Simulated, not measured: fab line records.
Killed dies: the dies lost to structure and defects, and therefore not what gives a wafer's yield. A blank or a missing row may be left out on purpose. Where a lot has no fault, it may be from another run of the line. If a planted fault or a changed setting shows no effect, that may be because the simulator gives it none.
Which tool did it? | flow sky130 | 39 wafers from 13 lots sampled at 3 of the route's 708 steps

== WHAT EACH GAUGE READ, for each wafer ==
SKY_CAPM_RS_MEAS_03: uses a four-point probe to measure. Usual: for CAPM_TIN_RS the level is 6.91 ohm/sq and the standard deviation is 0.077.
lot  | measured     | on           | CAPM_TIN_RS (ohm/sq) | flag
L277 | day 36 13:08 | filmMetro-02 | 6.91 6.93 6.99       | 
L279 | day 37 03:42 | filmMetro-01 | 6.82 6.94 6.81       | 
L280 | day 37 06:09 | filmMetro-02 | 6.91 6.90 6.81       | 
L282 | day 38 08:43 | filmMetro-01 | 6.95 6.98 6.94       | 
L285 | day 39 10:35 | filmMetro-04 | 6.87 6.94 6.89       | 
L291 | day 40 14:42 | filmMetro-04 | 6.74 6.80 6.88       | 
L292 | day 41 06:35 | filmMetro-04 | 6.91 6.92 6.85       | 
L293 | day 41 12:36 | filmMetro-04 | 7.05 6.88 6.89       | 
L294 | day 41 16:50 | filmMetro-04 | 7.02 6.99 7.07       | 
L295 | day 41 21:17 | filmMetro-01 | 6.87 6.93 6.83       | 
L298 | day 43 07:23 | filmMetro-01 | 7.07 6.97 7.03       | 
L299 | day 42 20:25 | filmMetro-01 | 6.81 6.86 6.85       | 
L300 | day 43 02:10 | filmMetro-04 | 6.77 6.81 6.77       | 

== WHAT TOOL EACH LOT RAN ON (gives the tool, then ch and the chambers of the sampled wafers, and finally the start) ==
lot  | SKY_METAL3_SPUTTER_00       | SKY_METAL3_SPUTTER_03
L277 | pvdSputter-01, day 36 12:47 | pvdSputter-01, day 36 12:52
L279 | pvdSputter-01, day 37 03:21 | pvdSputter-01, day 37 03:26
L280 | pvdSputter-01, day 37 05:48 | pvdSputter-01, day 37 05:53
L282 | pvdSputter-01, day 38 08:22 | pvdSputter-01, day 38 08:28
L285 | pvdSputter-01, day 39 10:14 | pvdSputter-01, day 39 10:20
L291 | pvdSputter-02, day 40 14:22 | pvdSputter-02, day 40 14:27
L292 | pvdSputter-04, day 41 06:14 | pvdSputter-04, day 41 06:20
L293 | pvdSputter-04, day 41 12:13 | pvdSputter-04, day 41 12:19
L294 | pvdSputter-02, day 41 16:26 | pvdSputter-02, day 41 16:32
L295 | pvdSputter-04, day 41 20:52 | pvdSputter-04, day 41 20:57
L298 | pvdSputter-02, day 42 19:01 | pvdSputter-02, day 43 07:07
L299 | pvdSputter-04, day 42 20:02 | pvdSputter-04, day 42 20:07
L300 | pvdSputter-04, day 43 01:49 | pvdSputter-04, day 43 01:55
- SKY_METAL3_SPUTTER_00: material Ti, target thk 15 nm, time 10 s.
- SKY_METAL3_SPUTTER_03: material Ti, target thk 5 nm, time 3.3 s.

== WHAT THE TOOLS THEMSELVES READ (means of the sampled wafers that have a number; where no wafer has one, the mark that the record gives instead) ==
SKY_METAL3_SPUTTER_00. Usual: cathodeDcPowerW 2999.9 W, standard deviation 0.55; chamberPressurePa 0.4000 Pa, standard deviation 0.00095; throttleValvePct 30.1 %, standard deviation 0.93.
lot  | tool          | cathodeDcPowerW (W) | chamberPressurePa (Pa) | throttleValvePct (%) | flag
L277 | pvdSputter-01 | 2999.1              | 0.4011                 | 30.5                 | 
L279 | pvdSputter-01 | 3000.2              | 0.3997                 | 30.4                 | 
L280 | pvdSputter-01 | 2999.9              | 0.4003                 | 29.5                 | 
L282 | pvdSputter-01 | 3000.1              | 0.3991                 | 29.9                 | 
L285 | pvdSputter-01 | 2999.9              | 0.3994                 | 30.5                 | 
L291 | pvdSputter-02 | 3000.1              | 0.4006                 | 30.5                 | 
L292 | pvdSputter-04 | 3000.2              | 0.4003                 | 29.7                 | 
L293 | pvdSputter-04 | 3000.0              | 0.3999                 | 29.3                 | 
L294 | pvdSputter-02 | 3000.1              | 0.4003                 | 30.2                 | 
L295 | pvdSputter-04 | 2999.9              | 0.3999                 | 29.5                 | 
L298 | pvdSputter-02 | 3000.0              | 0.3993                 | 30.6                 | 
L299 | pvdSputter-04 | 2999.6              | 0.3997                 | 29.6                 | 
L300 | pvdSputter-04 | 2999.6              | 0.3998                 | 29.9                 | 

SKY_METAL3_SPUTTER_03. Usual: cathodeDcPowerW 3000.0 W, standard deviation 0.52; chamberPressurePa 0.3999 Pa, standard deviation 0.00081; throttleValvePct 30.1 %, standard deviation 0.94.
lot  | tool          | cathodeDcPowerW (W) | chamberPressurePa (Pa) | throttleValvePct (%) | flag
L277 | pvdSputter-01 | 2999.4              | 0.3998                 | 30.5                 | 
L279 | pvdSputter-01 | 3000.3              | 0.3996                 | 30.3                 | 
L280 | pvdSputter-01 | 3000.7              | 0.3994                 | 29.4                 | 
L282 | pvdSputter-01 | 2999.9              | 0.3999                 | 29.7                 | 
L285 | pvdSputter-01 | 3000.6              | 0.3996                 | 30.5                 | 
L291 | pvdSputter-02 | 2999.5              | 0.4005                 | 30.7                 | 
L292 | pvdSputter-04 | 3000.2              | 0.4003                 | 29.9                 | 
L293 | pvdSputter-04 | 3000.7              | 0.4001                 | 29.3                 | 
L294 | pvdSputter-02 | -                   | -                      | -                    | OFF
L295 | pvdSputter-04 | -                   | -                      | -                    | OFF
L298 | pvdSputter-02 | 3000.0              | 0.4007                 | 30.6                 | 
L299 | pvdSputter-04 | 3000.3              | 0.4000                 | 29.4                 | 
L300 | pvdSputter-04 | 2999.8              | 0.4000                 | 30.0                 | 

== THE ANSWER, worked out from the rows above alone ==
Rule: a lot is off if the mean of its wafers that have a number lies more than 3 standard deviations from the usual mean. Also off: a lot with no number at a reading for which 4 or more lots have one. Where the step has rows for the other lots, those lots are counted as sound. The gauges are gone through in route order, then the tools' own readings, and for those a lot's mean is taken as printed above. At the first step where some lot is off, the reading lying furthest off is the one used; lots without a number count as furthest.
Off: L294, L295, at SKY_METAL3_SPUTTER_03 (cathodeDcPowerW). Without a number there: L294, L295.
A tool fits if, at that step or a process step before it, it ran every lot that is off, and no sound lot after the first of them. None of those tried fits.

== WHAT THE SIMULATOR HAD PUT IN ==
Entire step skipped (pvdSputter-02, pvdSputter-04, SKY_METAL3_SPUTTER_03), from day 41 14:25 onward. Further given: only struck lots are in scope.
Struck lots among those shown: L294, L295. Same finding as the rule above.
